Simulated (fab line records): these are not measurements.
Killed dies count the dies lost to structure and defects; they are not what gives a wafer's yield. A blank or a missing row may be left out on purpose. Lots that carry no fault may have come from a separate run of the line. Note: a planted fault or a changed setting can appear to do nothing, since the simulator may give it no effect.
fab line records	flow sky130
[record] lots = 14	wafers = 42	lastDay = 50
route steps=708 shown LDD_LDN@296 POLY_CUT@312 RES_XHIGH@341
lots with no fault: from the same line, run without faults
startH: hours from the record's first day to the start of the lot's first wafer shown	waitH: how many hours have passed since the lot's step before this one	" unchanged from the row above	L1.1+2: a row that stands for several wafers	- no value, or no start given	* or withheld: withheld	< > ~ a bound
route shown NAME@n: names a module that has steps shown in the file, with the first one's number in the route	usual: mean/standard deviation taken from wafers without a fault	same: alike in all rows	chamber/n: place in a boat	sites: each site's reading	_std_site: how widely they spread, as a standard deviation	_edge_site: the outer-site mean with the inner-site mean subtracted	radiusMm: for every site, how far away it sits from the centre of the wafer	mask NAME#n: copy n	behind: the most recent tool/chamber to have shaped the wafer	hold: the reason the lot was held/the length of the hold in hours/how it ended	device: the transistor (n, p or np) that didn't switch	end of line: at the end of the route, the tests of the same wafers	where a step has no rows: the recipe by itself	killed: dies that structure and defects cost at the first sort, which is not the same as the wafer's yield	map: a wafer's dies, marking killed ones x, the rest . and places with no die _
set.NAME: the run value of the setting; set.NAME@STEP: its run value at that earlier step	model.NAME: the simulator's own value behind a step, which no gauge read
a sample of lots followed through the steps of the route, with each step as a table and each wafer as a row
services: when a tool's chamber went out of use (startH, in hours from the record's first day, below 0 if earlier), for how many hours, and the reason
[[steps]]
[step SKY_LDD_LDN_OVL_MEAS_07]
[usual] LDD_LDN_OVL = -0.3/1.2
lot.wafer	tool	chamber	startH	waitH	LDD_LDN_OVL[nm]
L162.1	overlay-02	-	535.76	0.1	-0.7
L162.5	"	-	"	"	-1.0
L162.6	"	-	"	"	-0.5
L163.1	overlay-01	-	544.16	0.1	-0.8
L163.3	"	-	"	"	-1.4
L163.5	"	-	"	"	-0.3
L164.1	overlay-02	-	558.76	0.1	1.9
L164.2	"	-	"	"	1.2
L164.3	"	-	"	"	0.6
L165.2	overlay-01	-	572.77	0.1	-1.3
L165.5	"	-	"	"	-2.4
L165.6	"	-	"	"	-0.2
L167.2	overlay-02	-	578.31	0.1	-1.2
L167.3	"	-	"	"	-2.0
L167.6	"	-	"	"	-1.1
L168.2	overlay-01	-	588.07	0.1	-0.6
L168.5	"	-	"	"	-0.6
L168.6	"	-	"	"	0.3
L169.3	overlay-01	-	598.98	0.1	1.0
L169.5	"	-	"	"	-1.8
L169.6	"	-	"	"	-0.8
L170.2	overlay-01	-	607.77	0.1	1.0
L170.5	"	-	"	"	-0.6
L170.6	"	-	"	"	0.9
L171.4	overlay-02	-	611.03	0.1	1.4
L171.5	"	-	"	"	-0.5
L171.6	"	-	"	"	-0.9
L177.1	overlay-01	-	667.31	0.1	2.1
L177.5	"	-	"	"	1.2
L177.6	"	-	"	"	-0.2
L178.1	overlay-02	-	668.76	0.1	2.7
L178.2	"	-	"	"	1.6
L178.4	"	-	"	"	1.6
L182.2	overlay-02	-	697.57	0.1	-1.3
L182.4	"	-	"	"	-1.1
L182.5	"	-	"	"	-0.9
L183.4	overlay-01	-	708.18	0.1	-0.4
L183.5	"	-	"	"	-0.7
L183.6	"	-	"	"	0.9
L184.1	overlay-02	-	719.21	0.1	-1.0
L184.5	"	-	"	"	1.3
L184.6	"	-	"	"	-0.9
[step SKY_LDD_LDN_STRIP_12]
[recipe] chemistry = O2/N2	powerW = 1400	pressureMtorr = 1500	platenTempC = withheld	o2FlowSccm = 3000	n2FlowSccm = 300	overashFraction = 0.5
[usual] drypumpMotorCurrentA = 5.8/0.46	oesProductAu = 0.715/0.0047	stripTimeToEndpointS = 14.19/0.045
lot.wafer	tool	chamber	startH	waitH	drypumpMotorCurrentA	oesProductAu	rfHoursCounterH	stripTimeToEndpointS
L162.1	plasmaAsher-04	0	536.39	0.1	6.0	0.717	79	14.24
L162.5	"	0	"	"	6.1	0.711	-	14.24
L162.6	"	1	"	"	5.4	0.720	-	14.18
L163.1	plasmaAsher-04	1	544.80	0.1	5.4	0.711	80	14.17
L163.3	"	0	"	"	6.0	0.718	-	14.20
L163.5	"	0	"	"	6.1	0.714	-	14.19
L164.1	plasmaAsher-04	0	559.39	0.1	6.1	0.712	82	14.17
L164.2	"	1	"	"	5.5	0.714	82	14.19
L164.3	"	0	"	"	6.1	0.714	-	14.15
L165.2	plasmaAsher-01	0	573.40	0.1	5.9	0.716	44	14.22
L165.5	"	1	"	"	5.2	0.716	-	14.24
L165.6	"	0	"	"	5.9	0.714	-	14.24
L167.2	plasmaAsher-01	1	578.94	0.1	5.2	0.715	45	14.25
L167.3	"	0	"	"	5.9	0.713	-	14.22
L167.6	"	0	"	"	5.8	0.714	-	14.20
L168.2	plasmaAsher-04	0	588.70	0.1	6.0	0.716	84	14.24
L168.5	"	0	"	"	6.0	0.707	-	14.21
L168.6	"	1	"	"	5.4	0.710	-	14.23
L169.3	plasmaAsher-01	1	599.63	0.1	5.2	0.722	-	14.17
L169.5	"	0	"	"	5.9	0.717	-	14.17
L169.6	"	1	"	"	5.2	0.711	-	14.13
L170.2	plasmaAsher-04	1	608.40	0.1	5.4	0.712	86	14.20
L170.5	"	0	"	"	6.0	0.722	-	14.14
L170.6	"	1	"	"	5.4	0.712	-	14.20
L171.4	plasmaAsher-04	1	611.68	0.1	5.4	0.709	-	14.18
L171.5	"	1	"	"	5.4	0.709	-	14.13
L171.6	"	0	"	"	6.1	0.716	-	14.14
L177.1	plasmaAsher-04	0	667.94	0.1	6.1	0.712	93	14.21
L177.5	"	0	"	"	6.1	0.715	-	14.20
L177.6	"	1	"	"	5.4	0.711	-	14.20
L178.1	plasmaAsher-04	1	669.39	0.1	5.5	0.702	93	14.26
L178.2	"	0	"	"	6.1	0.717	93	14.22
L178.4	"	1	"	"	5.4	0.711	-	14.23
L182.2	plasmaAsher-02	1	698.20	0.1	5.8	0.708	27	14.16
L182.4	"	0	"	"	6.8	0.724	-	14.15
L182.5	"	1	"	"	5.7	0.710	-	14.15
L183.4	plasmaAsher-04	0	708.83	0.1	6.1	0.716	-	14.29
L183.5	"	0	"	"	6.1	0.717	-	14.25
L183.6	"	1	"	"	5.4	0.720	-	14.30
L184.1	plasmaAsher-02	0	719.84	0.1	6.8	0.714	29	14.16
L184.5	"	0	"	"	6.8	0.714	-	14.14
L184.6	"	1	"	"	5.7	0.712	-	14.19
[step SKY_POLY_CUT_EXPOSE_05]
[recipe] maskId = NPCM	na = 0.8	sourceShape = annular	sigmaInner = 0.55	sigmaOuter = 0.85	targetCdNm = 270	doseMj = 32
[usual] exposureDoseMJCm2 = 31.97/0.038	focusOffsetNm = 0.0/0.49
lot.wafer	tool	chamber	startH	waitH	mask	exposureDoseMJCm2	focusOffsetNm
L162.1	krfScanner-02	0	553.79	-	NPCM#0	31.97	0.2
L162.5	"	0	"	"	NPCM#0	31.99	-0.5
L162.6	"	0	"	"	NPCM#0	32.01	0.1
L163.1	krfScanner-01	0	562.78	-	NPCM#0	31.96	0.2
L163.3	"	0	"	"	NPCM#0	31.92	-0.4
L163.5	"	0	"	"	NPCM#0	31.99	0.8
L164.1	krfScanner-01	0	576.91	-	NPCM#0	31.98	-0.2
L164.2	"	0	"	"	NPCM#0	32.04	-0.4
L164.3	"	0	"	"	NPCM#0	32.03	-0.7
L165.2	krfScanner-02	0	590.08	-	NPCM#0	31.99	0.0
L165.5	"	0	"	"	NPCM#0	32.01	-0.6
L165.6	"	0	"	"	NPCM#0	32.06	-0.5
L167.2	krfScanner-01	0	595.19	-	NPCM#0	31.98	-0.2
L167.3	"	0	"	"	NPCM#0	31.93	-0.5
L167.6	"	0	"	"	NPCM#0	32.00	-0.5
L168.2	krfScanner-02	0	605.19	-	NPCM#0	31.95	-0.2
L168.5	"	0	"	"	NPCM#0	31.96	-0.1
L168.6	"	0	"	"	NPCM#0	31.99	0.2
L169.3	krfScanner-02	0	616.05	-	NPCM#0	31.98	0.3
L169.5	"	0	"	"	NPCM#0	32.06	-0.1
L169.6	"	0	"	"	NPCM#0	31.99	0.3
L170.2	krfScanner-02	0	624.68	-	NPCM#0	32.01	-0.2
L170.5	"	0	"	"	NPCM#0	32.01	-0.6
L170.6	"	0	"	"	NPCM#0	31.96	0.2
L171.4	krfScanner-01	0	627.48	-	NPCM#0	31.91	0.8
L171.5	"	0	"	"	NPCM#0	31.95	0.8
L171.6	"	0	"	"	NPCM#0	31.96	0.4
L177.1	krfScanner-02	-	687.93	-	NPCM#0	-	-
L177.5	"	-	"	"	NPCM#0	-	-
L177.6	"	-	"	"	NPCM#0	-	-
L178.1	krfScanner-01	-	688.22	-	NPCM#0	-	-
L178.2	"	-	"	"	NPCM#0	-	-
L178.4	"	-	"	"	NPCM#0	-	-
L182.2	krfScanner-02	0	712.93	-	NPCM#0	31.96	0.4
L182.4	"	0	"	"	NPCM#0	31.94	0.0
L182.5	"	0	"	"	NPCM#0	32.04	-0.7
L183.4	krfScanner-02	0	725.67	-	NPCM#0	31.93	-1.3
L183.5	"	0	"	"	NPCM#0	31.97	-1.1
L183.6	"	0	"	"	NPCM#0	31.96	-0.8
L184.1	krfScanner-01	0	735.64	-	NPCM#0	31.95	0.1
L184.5	"	0	"	"	NPCM#0	31.96	-0.2
L184.6	"	0	"	"	NPCM#0	31.98	-0.5
[step SKY_RES_XHIGH_TW_MEAS_09]
[usual] RES_XHIGH_TW = 1635/11
lot.wafer	tool	chamber	startH	waitH	RES_XHIGH_TW
L162.1	filmMetro-02	-	629.31	0.1	1639
L162.5	"	-	"	"	1629
L162.6	"	-	"	"	1630
L163.1	filmMetro-03	-	636.94	0.1	1636
L163.3	"	-	"	"	1642
L163.5	"	-	"	"	1637
L164.1	filmMetro-02	-	650.29	0.1	1619
L164.2	"	-	"	"	1619
L164.3	"	-	"	"	1613
L165.2	filmMetro-02	-	661.62	0.1	1608
L165.5	"	-	"	"	1623
L165.6	"	-	"	"	1621
L167.2	filmMetro-02	-	666.02	0.1	1617
L167.3	"	-	"	"	1622
L167.6	"	-	"	"	1622
L168.2	filmMetro-03	-	675.25	0.1	1643
L168.5	"	-	"	"	1654
L168.6	"	-	"	"	1639
L169.3	filmMetro-02	-	686.46	0.1	1634
L169.5	"	-	"	"	1626
L169.6	"	-	"	"	1630
L170.2	filmMetro-03	-	694.60	0.1	1637
L170.5	"	-	"	"	1647
L170.6	"	-	"	"	1638
L171.4	filmMetro-02	-	696.57	0.1	1635
L171.5	"	-	"	"	1635
L171.6	"	-	"	"	1625
L182.2	filmMetro-01	-	784.22	0.1	1618
L182.4	"	-	"	"	1625
L182.5	"	-	"	"	1629
L183.4	filmMetro-01	-	793.69	0.1	1627
L183.5	"	-	"	"	1619
L183.6	"	-	"	"	1621
L184.1	filmMetro-02	-	803.39	0.1	1627
L184.5	"	-	"	"	1626
L184.6	"	-	"	"	1626
[[services]]
tool	chamber	startH	hours	kind
krfScanner-01	-	518.51	0.4	repair
plasmaAsher-01	-	521.06	1.4	repair
krfScanner-01	-	577.09	1.0	pm
krfScanner-02	-	578.09	1.3	pm
krfScanner-01	-	579.39	11.6	pm
krfScanner-01	-	591.24	3.6	pm
krfScanner-01	-	596.21	1.3	pm
plasmaAsher-04	-	613.78	2.4	repair
krfScanner-01	0	616.88	-	calibration
krfScanner-02	-	628.38	0.8	pm
krfScanner-02	-	655.59	1.0	pm
krfScanner-02	0	664.73	-	calibration
krfScanner-01	-	666.46	0.8	pm
krfScanner-01	-	690.36	0.6	repair
krfScanner-01	-	698.94	36.0	pm
krfScanner-02	-	733.20	3.4	repair
plasmaAsher-04	-	733.75	9.0	pm
plasmaAsher-04	0	733.75	9.0	ventCycle
plasmaAsher-04	1	733.75	9.0	ventCycle
[[key]]
[firstSign] step = SKY_POLY_CUT_EXPOSE_05	reading = toolRecord	direction = missing
effect none on later readings
metAt SKY_POLY_CUT_EXPOSE_05
struckLots L177,L178
laterRowsLeftOut L177.1,L177.5,L177.6,L178.1,L178.2,L178.4
sortLeftOut L177.1,L177.5,L177.6,L178.1,L178.2,L178.4
testerLeftOut L177,L178
notActingAt SKY_LDD_LDN_OVL_MEAS_07,SKY_LDD_LDN_STRIP_12,SKY_RES_XHIGH_TW_MEAS_09
onsetBetween 627.48 687.93
[fault] kind = skippedStepWhole	tool = krfScanner-01,krfScanner-02	chamber = -	onsetH = 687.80	steps = SKY_POLY_CUT_EXPOSE_05	scope = struckLotsOnly
// testerLeftOut: of these lots the tester's yield and bins aren't shown, on N5 and GAA mostly nor the transistor test; their killed dies are dies lost to structure and defects alone, not to doping, threshold or leakage, so they don't give the yield
// sortLeftOut: the simulated sort isn't trusted on such a fault, so these wafers' sort isn't shown, and their yield isn't known
// laterRowsLeftOut: the simulator's readings of these wafers behind a module that went badly wrong aren't trusted and aren't shown, but for the sort
